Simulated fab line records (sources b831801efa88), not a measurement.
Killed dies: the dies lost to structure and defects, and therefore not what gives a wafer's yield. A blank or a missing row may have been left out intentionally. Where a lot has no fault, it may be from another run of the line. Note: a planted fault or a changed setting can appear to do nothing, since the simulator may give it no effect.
Struck lot and sound lot, side by side ; flow sky130 ; 15 steps out of a route of 708
Sound: these wafers, L967.2, L967.4, L967.6. Struck: wafers L975.4, L975.6. (L975.1 of the same lot was not struck and is left out.) The cause comes at the end.
Per side, at each step with rows, come the tool, then ch with its chambers, and then its first start. Under that, the readings that differ: sound wafers ; struck wafers ; difference of the means ; sigmas: that difference in standard deviations of wafers without a fault.
alike: a reading whose means differ by less than 2 such deviations, as well as words and numbers matching on both sides. not compared: withheld readings; readings where some wafer has no value; bounds like >300 that might hide an equal value; numbers whose values overlap and for which the record gives no deviation.
The two part at a step that has a row with sigmas, a row that says differs or no value, or rows on one side only. When numbers do not overlap yet have no deviation, they are printed without sigmas and do not part them. A reading missing from all wafers of one side parts the sides only when that side holds two or more wafers.

SKY_VIA1_CMP_02: polishes SiO2.
  sound on cmp-01 ch 2,3, day 37 19:26; struck on cmp-01 ch 0,2, day 39 10:12
  alike: motor-current-A
SKY_VIA1_BOW_MEAS_03:
  sound: film-metro-02 at day 37 19:42; struck: film-metro-01 at day 39 10:24
  alike: VIA1_BOW
then, 8 steps without rows for these wafers: SKY_VIA1_DEHYDRATE_04 (time 60 s); SKY_VIA1_HMDS_05 (prime time 60 s); SKY_VIA1_COAT_06 (resist thk 60 nm); SKY_VIA1_COAT_07 (resist thk 450 nm); SKY_VIA1_SOFTBAKE_08 (time 88.51 s); SKY_VIA1_EXPOSE_09 (exposes mask VIM, target cd 150 nm); SKY_VIA1_PEB_10; SKY_VIA1_DEVELOP_11 (develop time 60 s).
SKY_VIA1_CD_MEAS_12 targets a cd of 150 nm.
  sound: cd-sem-01 at day 38 21:29; struck: cd-sem-01 at day 40 11:33
  alike: cd-nm
SKY_VIA1_OVL_MEAS_13:
  sound: overlay-01 at day 38 21:36; struck: overlay-01 at day 40 11:40
  alike: VIA1_OVL
SKY_VIA1_ETCH_14: etches BARC in N2/H2, stops on SiO2, time 45.9 s, target depth 60 nm.
  sound on rie-diel-02 ch 0,1,3, day 38 21:38; struck on rie-diel-02 ch 2, day 40 11:42
reading;sound;struck;difference;sigmas
bias-w (W);100.01 100.97 99.96;103.25 103.59;+3.11;+12
  alike: chamber-pressure-mTorr, drypump-motor-current-A, oes-product-au, throttle-valve-pct
  not compared: rf-hours-counter-h
SKY_VIA1_ETCH_15: etches SiO2 in C4F8/O2/Ar, stops on TiN, target depth 351 nm, time 54 s.
  sound on rie-diel-02 ch 0,1,3, day 38 21:40; struck on rie-diel-02 ch 2, day 40 11:44
  alike: bias-w, chamber-pressure-mTorr, oes-product-au
  not compared: rf-hours-counter-h
-- the record jumps here: 10 days lie between the struck wafers' starts before and after (it left off in module VIA1 and takes up again in module PAD_OPEN, whose first step shown is number 708 of the route) --
SKY_PAD_OPEN_PROBE_99:
  sound: prober-02 at day 49 14:47; struck: prober-02 at day 50 17:55
  alike: defect-limited-yield, killed_at_M0_to_M3, killed_at_M4_up, killed-at-contacts, killed-at-front-end, killed-at-other, killed-dies, killed-open, killed-short, sort_bin_3_pad_short, sort_bin_5_function, sort_bin_6_memory, sort-n-pass, sort-yield-pct

== WHERE THEY PART ==
Only at SKY_VIA1_ETCH_14, within this record. Later steps at which nothing parts them and some readings are alike: SKY_VIA1_ETCH_15, SKY_PAD_OPEN_PROBE_99.

WHY: what had been put in by the simulator
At SKY_VIA1_ETCH_14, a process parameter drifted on rie-diel-02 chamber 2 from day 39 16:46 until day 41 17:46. Setting bias-w shifted by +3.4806 from 100. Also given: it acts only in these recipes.
